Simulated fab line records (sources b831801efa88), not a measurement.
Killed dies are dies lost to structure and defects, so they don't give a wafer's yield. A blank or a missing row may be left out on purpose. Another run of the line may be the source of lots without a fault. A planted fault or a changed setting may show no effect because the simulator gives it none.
fab line records	flow sky130
[record] lots = 11	wafers = 33	lastDay = 50
route steps=708 shown VT_ADJUST_HVTP@96 LI_CONTACT@381 VIA2@528 VIA3@587
lots that met no fault: taken from a fault-free run of the same line
startH: hours from the record's opening day to when the first of the lot's shown wafers began	waitH: hours elapsed since this lot's preceding step	" unchanged from the row above	L1.1+2: one row covering several wafers at once	- no value, or no start was given	* or withheld: withheld	< > ~ a bound
route shown NAME@n: NAME is a module with steps in the file, n the number in the route of the first one	usual: average and standard deviation across the fault-free wafers	same: alike in all rows	chamber/n: place in a boat	sites: per-site readings	_std_site: standard deviation of those values	_edge_site: mean of outer sites minus mean of inner sites	radiusMm: for every site, how far away it sits from the centre of the wafer	mask NAME#n: copy n	behind: the last tool/chamber to shape the wafer	hold: the reason the lot was held/the length of the hold in hours/how it ended	device: which transistor (n, p or np) failed to switch	end of line: tests of these same wafers at the route's end	a step given without rows: its recipe and nothing more	killed: dies lost to structure and defects at the first sort, not the wafer's yield	map: shows each die of a wafer: x if killed, . if not, _ if none is there
set.NAME: the setting as run; set.NAME@STEP: as run at that earlier step	model.NAME: the simulator's own value behind a step, which no gauge read
a sample of lots followed through the steps of the route, with each step as a table and each wafer as a row
services: from which hour (startH, from the record's first day; less than 0 if before it) a tool's chamber was out of use, for how many hours, and why
[[steps]]
[step SKY_VT_ADJUST_HVTP_TW_MEAS_11]
[usual] VT_ADJUST_HVTP_TW = 1357/11
lot.wafer	tool	chamber	startH	waitH	VT_ADJUST_HVTP_TW
L656.1	filmMetro-02	-	125.44	0.1	1357
L656.2	"	-	"	"	1356
L656.5	"	-	"	"	1356
L657.2	filmMetro-02	-	129.93	0.1	1355
L657.3	"	-	"	"	1352
L657.5	"	-	"	"	1366
L658.3	filmMetro-01	-	134.53	0.1	1363
L658.5	"	-	"	"	1368
L658.6	"	-	"	"	1366
L659.3	filmMetro-04	-	140.11	0.1	1336
L659.4	"	-	"	"	1336
L659.5	"	-	"	"	1340
L660.1	filmMetro-02	-	148.66	0.1	1353
L660.2	"	-	"	"	1352
L660.5	"	-	"	"	1352
L662.1	filmMetro-01	-	158.79	0.1	1372
L662.2	"	-	"	"	1371
L662.3	"	-	"	"	1363
L670.2	filmMetro-04	-	213.25	0.1	1337
L670.4	"	-	"	"	1341
L670.6	"	-	"	"	1345
L672.1	filmMetro-02	-	229.36	0.1	1377
L672.3	"	-	"	"	1364
L672.4	"	-	"	"	1363
L674.1	filmMetro-01	-	236.77	0.1	1361
L674.2	"	-	"	"	1367
L674.6	"	-	"	"	1361
L677.1	filmMetro-01	-	265.74	0.1	1362
L677.3	"	-	"	"	1359
L677.6	"	-	"	"	1359
L679.1	filmMetro-02	-	272.64	0.1	1368
L679.4	"	-	"	"	1362
L679.5	"	-	"	"	1363
[step SKY_LI_CONTACT_SPUTTER_19]
[recipe] material = Ti	targetThkNm = 20	chamberPressurePa = 5	powerW = 2500	substrateTempC = 200	timeS = 106.37
[usual] throttleValvePct = 29.6/1.1
[same] timeS = 106.37
lot.wafer	tool	chamber	startH	waitH	throttleValvePct
L656.1	pvdSputter-01	-	676.64	0.0	28.7
L656.2	"	-	"	"	29.4
L656.5	"	-	"	"	28.3
L657.2	pvdSputter-01	-	685.06	0.0	28.3
L657.3	"	-	"	"	29.6
L657.5	"	-	"	"	29.4
L658.3	pvdSputter-02	-	688.15	0.0	31.3
L658.5	"	-	"	"	29.7
L658.6	"	-	"	"	31.0
L659.3	pvdSputter-02	-	703.24	0.0	31.1
L659.4	"	-	"	"	27.8
L659.5	"	-	"	"	27.8
L660.1	pvdSputter-03	-	715.74	0.0	30.4
L660.2	"	-	"	"	31.4
L660.5	"	-	"	"	31.3
L662.1	pvdSputter-02	-	723.26	0.0	27.9
L662.2	"	-	"	"	30.1
L662.3	"	-	"	"	29.1
L670.2	pvdSputter-02	-	792.35	0.0	30.1
L670.4	"	-	"	"	28.0
L670.6	"	-	"	"	29.8
L672.1	pvdSputter-01	-	813.74	0.0	29.2
L672.3	"	-	"	"	28.4
L672.4	"	-	"	"	29.6
L674.1	pvdSputter-01	-	819.95	0.0	29.4
L674.2	"	-	"	"	29.3
L674.6	"	-	"	"	28.2
L679.1	pvdSputter-02	-	855.69	0.0	31.1
L679.4	"	-	"	"	29.2
L679.5	"	-	"	"	29.1
L677.1	pvdSputter-02	-	859.48	0.0	27.6
L677.3	"	-	"	"	29.8
L677.6	"	-	"	"	29.4
[step SKY_VIA2_CVD_21]
[recipe] material = W	targetThkNm = 420	timeS = 126.4	tempC = 400	pressureTorr = 40
[usual] heaterPowerW = 897/79
[same] timeS = 126.4
lot.wafer	tool	chamber	startH	waitH	heaterPowerW
L656.1	cvdW-01	1	848.93	0.0	864
L656.2	"	0	"	"	827
L656.5	"	0	"	"	829
L657.2	cvdW-01	0	855.67	0.0	816
L657.3	"	1	"	"	876
L657.5	"	1	"	"	876
L658.3	cvdW-02	0	859.37	0.1	993
L658.5	"	0	"	"	1007
L658.6	"	1	"	"	892
L659.3	cvdW-02	1	872.00	0.1	904
L659.4	"	1	"	"	880
L659.5	"	1	"	"	866
L660.1	cvdW-01	0	883.93	0.0	803
L660.2	"	1	"	"	880
L660.5	"	1	"	"	887
L662.1	cvdW-01	0	893.31	0.0	808
L662.2	"	1	"	"	872
L662.3	"	0	"	"	803
L670.2	cvdW-02	0	958.18	0.0	1019
L670.4	"	1	"	"	881
L670.6	"	0	"	"	1007
L672.1	cvdW-01	1	974.70	0.0	782
L672.3	"	1	"	"	766
L672.4	"	0	"	"	807
L674.1	cvdW-01	1	981.83	0.0	807
L674.2	"	0	"	"	815
L674.6	"	1	"	"	810
L679.1	cvdW-02	0	1014.48	0.0	1018
L679.4	"	0	"	"	1030
L679.5	"	0	"	"	994
L677.1	cvdW-02	1	1017.80	0.0	890
L677.3	"	1	"	"	869
L677.6	"	1	"	"	889
[step SKY_VIA3_ETCH_14]
[recipe] chemistry = N2/H2	target = BARC	ionEnergyEv = 200	sourceW = 500	biasW = 100	pressureMtorr = 30	n2FlowSccm = 100	h2FlowSccm = 200	stopOn = SiO2	timeS = 45.9	targetDepthA = 600
[usual] drypumpMotorCurrentA = 5.7/0.48	oesProductAu = 0.854/0.0046	throttleValvePct = 13.224/0.0094
[same] timeS = 45.9
lot.wafer	tool	chamber	startH	waitH	drypumpMotorCurrentA	oesProductAu	rfHoursCounterH	throttleValvePct
L656.1	rieDiel-01	3	929.14	0.0	6.6	0.854	18	13.231
L656.2	"	2	"	"	5.5	0.849	19	13.228
L656.5	"	0	"	"	4.9	0.856	-	13.223
L657.2	rieDiel-01	2	936.29	0.0	5.6	0.854	19	13.239
L657.3	"	1	"	"	5.9	0.853	10	13.214
L657.5	"	0	"	"	5.0	0.859	-	13.221
L658.3	rieDiel-03	3	939.77	0.0	6.1	0.856	12	13.226
L658.5	"	1	"	"	5.6	0.852	-	13.221
L658.6	"	0	"	"	5.0	0.858	-	13.234
L659.3	rieDiel-03	3	949.54	0.0	6.1	0.862	13	13.218
L659.4	"	0	"	"	5.0	0.861	2	13.217
L659.5	"	2	"	"	5.8	0.857	-	13.230
L660.1	rieDiel-01	3	963.37	0.0	6.6	0.856	19	13.214
L660.2	"	0	"	"	4.9	0.854	6	13.222
L660.5	"	2	"	"	5.5	0.859	-	13.221
L662.1	rieDiel-03	1	971.44	0.0	5.6	0.852	17	13.233
L662.2	"	0	"	"	5.0	0.861	3	13.216
L662.3	"	3	"	"	6.0	0.849	13	13.219
L670.2	rieDiel-03	1	1031.52	0.0	5.6	0.854	19	13.214
L670.4	"	2	"	"	5.8	0.865	19	13.223
L670.6	"	1	"	"	5.6	0.847	-	13.223
L672.1	rieDiel-01	2	1046.42	0.0	5.5	0.857	22	13.231
L672.3	"	0	"	"	4.9	0.854	9	13.207
L672.4	"	3	"	"	6.5	0.852	21	13.213
L674.1	rieDiel-02	3	1052.42	0.0	5.9	0.867	17	13.241
L674.2	"	0	"	"	6.1	0.852	19	13.233
L674.6	"	0	"	"	6.0	0.855	-	13.223
L679.1	rieDiel-01	0	1083.39	0.0	5.0	0.858	10	13.218
L679.4	"	2	"	"	5.5	0.846	23	13.234
L679.5	"	3	"	"	6.5	0.846	-	13.219
L677.1	rieDiel-02	1	1086.07	0.0	5.7	0.848	16	13.228
L677.3	"	0	"	"	6.0	0.847	20	13.230
L677.6	"	3	"	"	5.9	0.853	-	13.222
[step SKY_VIA3_STRIP_16]
[recipe] chemistry = O2/N2	powerW = 1400	pressureMtorr = 1500	platenTempC = withheld	o2FlowSccm = 3000	n2FlowSccm = 300	overashFraction = 0.5
[usual] drypumpMotorCurrentA = 5.7/0.36	oesProductAu = 0.401/0.0048	stripTimeToEndpointS = 4.126/0.024
lot.wafer	tool	chamber	startH	waitH	drypumpMotorCurrentA	oesProductAu	rfHoursCounterH	stripTimeToEndpointS
L656.1	plasmaAsher-01	0	929.24	0.0	5.1	0.399	19	4.146
L656.2	"	1	"	"	5.4	0.408	19	4.145
L656.5	"	1	"	"	5.5	0.404	-	4.138
L657.2	plasmaAsher-02	1	936.39	0.0	5.8	0.404	110	4.128
L657.3	"	1	"	"	5.8	0.400	-	4.134
L657.5	"	1	"	"	5.8	0.406	-	4.116
L658.3	plasmaAsher-02	0	939.91	0.1	5.7	0.409	-	4.141
L658.5	"	0	"	"	5.7	0.400	-	4.115
L658.6	"	1	"	"	5.8	0.397	-	4.132
L659.3	plasmaAsher-04	1	949.68	0.1	6.2	0.405	-	4.116
L659.4	"	0	"	"	5.9	0.398	-	4.118
L659.5	"	1	"	"	6.2	0.406	-	4.168
L660.1	plasmaAsher-04	0	963.47	0.0	5.8	0.406	54	4.093
L660.2	"	1	"	"	6.3	0.406	54	4.110
L660.5	"	0	"	"	5.8	0.398	-	4.118
L662.1	plasmaAsher-01	0	971.54	0.0	5.1	0.401	23	4.100
L662.2	"	1	"	"	5.5	0.392	23	4.104
L662.3	"	0	"	"	5.1	0.407	-	4.139
L670.2	plasmaAsher-02	1	1031.62	0.0	5.8	0.405	120	4.230
L670.4	"	0	"	"	5.7	0.396	-	4.164
L670.6	"	0	"	"	5.7	0.410	-	4.244
L672.1	plasmaAsher-04	0	1046.52	0.0	5.8	0.405	62	4.131
L672.3	"	1	"	"	6.3	0.403	-	4.111
L672.4	"	0	"	"	5.9	0.402	-	4.103
L674.1	plasmaAsher-01	0	1052.52	0.0	5.1	0.402	31	4.143
L674.2	"	1	"	"	5.4	0.402	31	4.097
L674.6	"	1	"	"	5.5	0.397	-	4.105
L679.1	plasmaAsher-01	1	1083.49	0.0	5.4	0.406	35	4.137
L679.4	"	1	"	"	5.5	0.407	-	4.133
L679.5	"	0	"	"	5.1	0.410	-	4.112
L677.1	plasmaAsher-01	1	1086.17	0.0	5.4	0.404	35	4.098
L677.3	"	0	"	"	5.1	0.395	-	4.083
L677.6	"	0	"	"	5.1	0.398	-	4.157
[[services]]
tool	chamber	startH	hours	kind
cvdW-01	-	663.98	0.8	repair
rieDiel-01	0	686.85	5.6	repair
cvdW-01	-	689.15	1.4	repair
rieDiel-01	3	701.45	48.5	repair
cvdW-02	0	732.73	7.5	repair
cvdW-01	-	732.91	0.4	repair
plasmaAsher-01	-	733.75	9.0	pm
rieDiel-01	-	781.25	1.7	repair
cvdW-02	-	826.13	5.9	repair
pvdSputter-02	-	826.13	1.9	repair
cvdW-02	-	832.01	14.6	pm
cvdW-02	-	857.39	0.5	repair
cvdW-01	0	866.89	3.8	repair
cvdW-02	0	869.53	5.2	repair
pvdSputter-02	-	881.88	6.8	repair
cvdW-01	-	904.00	14.0	pm
pvdSputter-02	-	968.13	2.4	repair
pvdSputter-02	-	968.34	9.6	repair
cvdW-01	-	1001.37	1.9	repair
cvdW-01	-	1002.64	0.4	repair
cvdW-01	-	1027.61	6.0	pm
cvdW-01	-	1037.99	1.5	repair
cvdW-01	-	1055.86	3.8	pm
pvdSputter-02	-	1082.53	0.6	repair
[[key]]
[firstSign] step = SKY_VIA3_STRIP_16	reading = stripTimeToEndpointS	direction = up	sigmas = 4.6	usual = *	struck = *
effect none on later readings
metAt SKY_VIA3_ETCH_14
struckLots L670
struckWafers L670.2,L670.6
notActingAt SKY_VT_ADJUST_HVTP_TW_MEAS_11,SKY_LI_CONTACT_SPUTTER_19,SKY_VIA2_CVD_21
onsetBetween 971.44 1031.52
[fault] kind = processParameterDrift	tool = rieDiel-03	chamber = -	onsetH = 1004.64	steps = SKY_VIA3_ETCH_14	channel = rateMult	offset = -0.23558	shape = step	endH = 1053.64	scope = struckWafersOnly
